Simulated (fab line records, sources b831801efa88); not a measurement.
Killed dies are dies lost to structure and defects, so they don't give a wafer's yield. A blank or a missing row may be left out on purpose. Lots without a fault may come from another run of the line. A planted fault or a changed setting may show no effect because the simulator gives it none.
A struck lot beside a sound one | flow sky130 | 33 steps out of a route of 708
Sound: wafers L827.3, L827.4, L827.6. Struck: wafers L825.2, L825.4, L825.5. The cause comes at the end.
At each step with rows: each side's tool, then ch and its chambers, then its first start. Under that, the readings that differ: sound wafers | struck wafers | difference of the means | sigmas: that difference in standard deviations of wafers without a fault.
alike: readings whose means differ by less than 2 such deviations, and words and numbers that are the same on both sides. not compared: withheld readings, readings that some wafer has no value for, bounds like >300 that may hide the same value, and numbers for which the record gives no deviation and whose values overlap.
The two part at a step that has a row with sigmas, a row that says differs or no value, or rows on one side only. Numbers that don't overlap but have no deviation are shown without sigmas and don't part them. A reading that every wafer of one side lacks parts them only if that side has two wafers or more.

first, 9 steps without rows for these wafers: SKY_METAL1_DEVELOP_14 (develop time 60 s); SKY_METAL1_DESCUM_17 (chemistry O2, time 8 s); SKY_METAL1_ETCH_18 (etches BARC in N2/H2, stops on SiO2, time 45.9 s, target depth 60 nm); SKY_METAL1_METAL_ETCH_19 (etches the open film in Cl2/BCl3, stops on SiO2, target depth 360 nm, time 78 s); SKY_METAL1_STRIP_20 (strips in O2/N2); SKY_METAL1_STRIP_21 (strips in post etch residue remover, time 1200 s); SKY_METAL1_CLEAN_22 (cleans in IPA, time 180 s); SKY_METAL1_CLEAN_23 (cleans in O3/DIW); SKY_VIA1_HDPCVD_00 (deposits SiO2, target thk 1030 nm, time 171.7 s).
SKY_VIA1_CMP_02: polishes SiO2.
  sound on cmp-01 ch 0,1,2, day 38 21:02; struck on cmp-02 ch 0,1,2, day 38 04:01
  alike: motor_current_A, platen_rpm, slurry_flow_ml_min
then, 22 steps without rows for these wafers: SKY_VIA1_DEHYDRATE_04 (time 60 s); SKY_VIA1_HMDS_05 (prime time 60 s); SKY_VIA1_COAT_06 (resist thk 60 nm); SKY_VIA1_COAT_07 (resist thk 450 nm); SKY_VIA1_SOFTBAKE_08 (time 90 s); SKY_VIA1_EXPOSE_09 (exposes mask VIM, target cd 150 nm); SKY_VIA1_PEB_10; SKY_VIA1_DEVELOP_11 (develop time 60 s); SKY_VIA1_ETCH_14 (etches BARC in N2/H2, stops on SiO2, time 45.9 s, target depth 60 nm); SKY_VIA1_ETCH_15 (etches SiO2 in C4F8/O2/Ar, stops on TiN, target depth 351 nm, time 54 s); SKY_VIA1_STRIP_16 (strips in O2/N2); SKY_VIA1_STRIP_17 (strips in post etch residue remover, time 1200 s); SKY_VIA1_CLEAN_18 (cleans in IPA, time 180 s); SKY_VIA1_CLEAN_19 (cleans in O3/DIW); SKY_VIA1_SPUTTER_20 (material TiN, target thk 20 nm, time 80 s); SKY_VIA1_CVD_21 (deposits W, target thk 270 nm, time 80.902 s); SKY_VIA1_CMP_24 (polishes, stops on SiO2, t overpolish 15 s, target thk 0 nm); SKY_METAL2_SPUTTER_00 (material Ti, target thk 15 nm, time 10 s); SKY_METAL2_SPUTTER_01 (material TiN, target thk 20 nm, time 16.7 s); SKY_METAL2_SPUTTER_02 (material AlCu, target thk 250 nm, time 13.3 s); SKY_METAL2_SPUTTER_03 (material Ti, target thk 5 nm, time 3.3 s); SKY_METAL2_SPUTTER_04 (material TiN, target thk 70 nm, time 58.3 s).
-- the record jumps here: 12 days lie between the struck wafers' starts before and after (it left off in module METAL2 and takes up again in module PAD_OPEN, whose first step shown is number 708 of the route) --
SKY_PAD_OPEN_PROBE_99:
  sound on prober-02, day 50 05:16; struck on prober-02, day 49 17:54
  reading                               | sound               | struck                                                                     | difference                   | sigmas
  hold                                  | - - -               | await_dispo/1.8h/release await_dispo/1.8h/release await_dispo/1.8h/release | no value on the sound wafers |
  defect_limited_yield (%)              | 80.3 81.9 81.1      | 56.3 58.1 55.9                                                             | -24.3                        | -13
  killed_at_M0_to_M3                    | 46 46 34            | 168 177 185                                                                | +135                         | +19
  killed_dies                           | 97 89 93            | 215 206 217                                                                | +120                         | +13
  killed_on_rim                         | 16 22 18            | 45 43 50                                                                   | +27                          | +7
  sort_bin_3_pad_short (%)              | 0.6 0.4 1.6         | 2.2 2.0 2.4                                                                | +1.3                         | +3
  sort_bin_5_function (%)               | 11.4 11.4 12.0      | 27.6 25.6 27.4                                                             | +15.3                        | +10
  sort_bin_6_memory (%)                 | 7.7 6.3 5.3         | 13.8 14.2 14.2                                                             | +7.6                         | +6
  sort_n_pass                           | 395 403 399         | 277 286 275                                                                | -120                         | -13
  sort_yield_pct (%)                    | 80.3 81.9 81.1      | 56.3 58.1 55.9                                                             | -24.3                        | -13
  model.etest.tester.sort_n_pass        | 395 403 399         | 277 286 275                                                                | -120                         |
  model.etest.tester.sort_yield_pct (%) | 80.28 81.91 81.1    | 56.3 58.13 55.89                                                           | -24.3                        |
  model.etest.tester.sort_bin_5_pct (%) | 11.38 11.38 11.99   | 27.64 25.61 27.44                                                          | +15.31                       |
  model.etest.tester.sort_bin_6_pct (%) | 7.724 6.301 5.285   | 13.82 14.23 14.23                                                          | +7.66                        |
  model.etest.tester.sort_bin_3_pct (%) | 0.6098 0.4065 1.626 | 2.236 2.033 2.439                                                          | +1.355                       |
  alike: killed_at_M4_up, killed_at_contacts, killed_at_front_end, killed_at_other, killed_open, killed_short

WHERE THEY PART
Only at SKY_PAD_OPEN_PROBE_99, within this record.

WHY: what the simulator had put in
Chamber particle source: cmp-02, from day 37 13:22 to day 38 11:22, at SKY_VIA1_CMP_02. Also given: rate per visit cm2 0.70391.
